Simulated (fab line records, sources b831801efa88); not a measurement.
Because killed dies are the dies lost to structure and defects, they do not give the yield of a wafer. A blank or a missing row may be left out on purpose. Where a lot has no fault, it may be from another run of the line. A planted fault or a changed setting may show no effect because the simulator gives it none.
Matching of chambers || flow gf180mcu || GF_V1_CMP_04 on cmp-02 has 4 sister chambers
The step polishes SiO2. 4 wafers are shown with their chamber, then 7 later ones without.

WAFERS PAIRED WITH THEIR CHAMBERS
{"wafer": "L812.5", "chamber": 0, "motor current A (A)": 10.6}
{"wafer": "L822.2", "chamber": 1, "motor current A (A)": 14.0}
{"wafer": "L826.3", "chamber": 3, "motor current A (A)": 14.9}
{"wafer": "L826.4", "chamber": 2, "motor current A (A)": 11.5}

WAFERS WITHOUT THEIR CHAMBER
{"wafer": "L826.6", "motor current A (A)": 11.1}
{"wafer": "L827.1", "motor current A (A)": 10.4}
{"wafer": "L827.4", "motor current A (A)": 14.8}
{"wafer": "L827.6", "motor current A (A)": 11.6}
{"wafer": "L828.2", "motor current A (A)": 11.8}
{"wafer": "L828.3", "motor current A (A)": 10.2}
{"wafer": "L828.5", "motor current A (A)": 11.2}

EACH ONE'S CHAMBER
{"wafer": "L826.6", "from the rows above": "can't be placed: 2 or 0", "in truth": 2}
{"wafer": "L827.1", "from the rows above": 0, "in truth": 0}
{"wafer": "L827.4", "from the rows above": 3, "in truth": 3}
{"wafer": "L827.6", "from the rows above": 2, "in truth": 2}
{"wafer": "L828.2", "from the rows above": 2, "in truth": 2}
{"wafer": "L828.3", "from the rows above": 0, "in truth": 0}
{"wafer": "L828.5", "from the rows above": "can't be placed: 2 or 0", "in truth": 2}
Placed correctly: 5 of 7. These rows do not allow placing 2 (true chamber among the candidates in 2). Number placed wrongly: 0.
How it was worked out, from the rows above alone: a wafer's distance from a chamber is the root of the sum, over the readings, of the square of ((its reading less the chamber's mean) divided by the reading's scatter). The wafer belongs to the nearest chamber; if the next one is less than 2 further off, it can't be placed. The mean given for a chamber averages the wafers shown for that chamber. The scatter: with one shown wafer a chamber, the root of the mean of the squares of how far each hidden wafer lies from its nearest shown one.
